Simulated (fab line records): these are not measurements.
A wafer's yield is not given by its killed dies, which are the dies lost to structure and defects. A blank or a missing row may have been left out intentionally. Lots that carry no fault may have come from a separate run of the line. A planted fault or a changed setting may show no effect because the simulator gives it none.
One fault seen from 2 desks ; flow gf180mcu ; only its own numbers are on each desk; what lay behind them is given at the end

## DESK OF THE TOOL OWNER: cvd_w-01
The tool's own readings at GF_V4_CVD_23 (deposits W, target thk 350 nm, time 104.9 s): means of the sampled wafers that have a number, for each lot that ran on this tool. Any lot whose mean is over 4 standard deviations away from the usual mean is out of limits and marked OUT; that distance is given in the brackets.
Columns: A = heater_power_outer_w at GF_V4_CVD_23, usual 505 W; B = heater_power_w at GF_V4_CVD_23, usual 834 W
lot;first seen here;A;B
L656;day 24 22:58;454;763
L657;day 25 06:07;465;778
L658;day 25 13:58;499;778
L659;day 25 19:34;482;777
L660;day 26 07:16;468;772
L668;day 28 20:28;471;777
L669;day 29 04:28;462;792
L670;day 29 08:48;471;783
This desk's verdict: no lot among the 8 shows anything out of limits.

## THE METROLOGY DESK
Lot by lot, what the gauges showed, no matter which tool ran the lot: averages of those sampled wafers that carry a number. Any lot whose mean is over 4 standard deviations away from the usual mean is out of limits and marked OUT; that distance is given in the brackets.
Columns: A = V4_W_RS at GF_V4_RS_MEAS_24, usual 0.327 ohm/sq
lot;first seen here;A
L656;day 24 23:04;0.329
L657;day 25 06:15;0.329
L658;day 25 14:07;0.318
L659;day 25 19:41;0.322
L660;day 26 07:22;0.325
L661;day 26 14:10;0.331
L662;day 27 02:38;0.332
L664;day 27 07:03;0.325
L665;day 27 22:29;0.325
L668;day 28 20:36;0.329
L669;day 29 04:34;0.220 (-34) OUT
L670;day 29 08:55;0.222 (-34) OUT
L674;day 30 14:51;0.328
This desk's finding: out of limits on L669, L670; first on L669, day 29 04:34 (V4_W_RS at GF_V4_RS_MEAS_24). Within limits: L656, L657, L658, L659, L660, L661, L662, L664, L665, L668, L674.

## TAKEN TOGETHER
On L669, L670, the metrology desk was in a position to raise an alarm at day 29 04:34.
The desk of the tool owner found nothing out of limits.
The tool owner's desk has L669, L670 on record, within its limits.
GF_V4_CVD_23 was run on cvd_w-01 by each of the lots named.

## WHAT HAD BEEN PUT IN BY THE SIMULATOR
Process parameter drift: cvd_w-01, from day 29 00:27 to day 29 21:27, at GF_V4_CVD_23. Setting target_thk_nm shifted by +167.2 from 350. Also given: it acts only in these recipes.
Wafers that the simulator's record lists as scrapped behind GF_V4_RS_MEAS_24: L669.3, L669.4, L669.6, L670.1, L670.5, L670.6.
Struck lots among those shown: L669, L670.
Per desk, hours elapsed from the start of the fault to the first reading out of limits: for the metrology desk, 4.
